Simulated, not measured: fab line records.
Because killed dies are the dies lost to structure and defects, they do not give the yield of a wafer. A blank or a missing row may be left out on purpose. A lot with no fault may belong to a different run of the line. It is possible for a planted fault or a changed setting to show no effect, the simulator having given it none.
Check for tools in common -- flow gf180mcu -- Lots sampled 13, wafers sampled 36

== REASON FOR OPENING ==
At GF_VT_IMPLANT_TW_MEAS_21 the reading VT_IMPLANT_2_TW is flagged on 1 of 13 lots. No-fault wafers: 1206, standard deviation 6.7.
Rule: a lot gets a flag if all its wafers with a number sit over 4 standard deviations from that mean, or if no wafer of it has a number. The other lots count as sound.

lot,measured,on,"VT_IMPLANT_2_TW, wafer by wafer",flag
L283,day 6 05:42,filmMetro-03,1203 1197,
L287,day 7 10:58,filmMetro-01,1212 1219 1210,
L289,day 7 21:43,filmMetro-04,1219 1219 1211,
L292,day 8 16:51,filmMetro-03,1194 1192 1196,
L293,day 8 22:01,filmMetro-04,1220 1208 1209,
L295,day 9 11:58,filmMetro-03,1206 1201 1193,
L296,day 9 16:01,filmMetro-03,1198 1205 1197,
L299,day 10 11:19,filmMetro-01,30 30 30,FLAGGED
L302,day 11 06:45,filmMetro-01,1211 1209 1210,
L303,day 11 12:55,filmMetro-01,1210 1205,
L304,day 11 17:59,filmMetro-03,1213 1203 1211,
L305,day 12 00:26,filmMetro-01,1208 1208,
L306,day 12 08:08,filmMetro-01,1208 1204 1206,
On average the flagged lots read 30, which is -1176 against the usual, or -99 or more standard deviations.

== EACH LOT AND THE TOOL IT RAN ON ==
The record keeps 1 process step preceding the reading, out of 602 steps on the route. In each cell: the tool, then ch and the chambers that the sampled wafers went through, then the start.
lot,flag,GF_VT_IMPLANT_EXPOSE_15
L283,,"ilineStepper-01 ch 0, day 5 22:53"
L287,,"ilineStepper-01 ch 0, day 7 02:32"
L289,,"ilineStepper-01 ch 0, day 7 14:22"
L292,,"ilineStepper-01 ch 0, day 8 07:53"
L293,,"ilineStepper-01 ch 0, day 8 13:29"
L295,,"ilineStepper-01 ch 0, day 9 02:44"
L296,,"ilineStepper-02 ch 0, day 9 06:49"
L299,FLAGGED,"ilineStepper-02 ch 0, day 10 01:41"
L302,,"ilineStepper-01 ch 0, day 10 21:14"
L303,,"ilineStepper-02 ch 0, day 11 03:27"
L304,,"ilineStepper-02 ch 0, day 11 09:27"
L305,,"ilineStepper-02 ch 0, day 11 15:16"
L306,,"ilineStepper-01 ch 0, day 11 22:44"
What these steps do:
- GF_VT_IMPLANT_EXPOSE_15: exposes mask Nwell LV AREA, target cd 860 nm.
- GF_VT_IMPLANT_TW_MEAS_21

== FLAGGED OVER TOTAL, TOOL BY TOOL (the gauges that took the reading come last) ==
step,tool,lots run,flagged,share of the flagged lots,sound lots run after its first flagged lot
GF_VT_IMPLANT_EXPOSE_15,ilineStepper-01,8,0,none,-
GF_VT_IMPLANT_EXPOSE_15,ilineStepper-02,5,1,all,"3 (L303,L304,L305)"
GF_VT_IMPLANT_TW_MEAS_21,filmMetro-01,6,1,all,"4 (L302,L303,L305,L306)"
GF_VT_IMPLANT_TW_MEAS_21,filmMetro-03,5,0,none,-
GF_VT_IMPLANT_TW_MEAS_21,filmMetro-04,2,0,none,-

== WHAT THE TABLE PERMITS ==
Every flagged lot went through 2 rows of the table: ilineStepper-02 at GF_VT_IMPLANT_EXPOSE_15 and filmMetro-01 at GF_VT_IMPLANT_TW_MEAS_21.
- ilineStepper-02 at GF_VT_IMPLANT_EXPOSE_15: 1 of its 5 lots flagged. Sound lots followed the first flagged one (L303, L304, L305) on it, something a lasting fault affecting the whole tool could not allow.
- filmMetro-01 at GF_VT_IMPLANT_TW_MEAS_21: 1 of its 6 lots flagged. Sound lots followed the first flagged one (L302, L303, L305, L306) on it, something a lasting fault affecting the whole tool could not allow.
There is no row in the table that ran each flagged lot and no sound lot after the first.

== WHAT THE SIMULATOR PUT IN ==
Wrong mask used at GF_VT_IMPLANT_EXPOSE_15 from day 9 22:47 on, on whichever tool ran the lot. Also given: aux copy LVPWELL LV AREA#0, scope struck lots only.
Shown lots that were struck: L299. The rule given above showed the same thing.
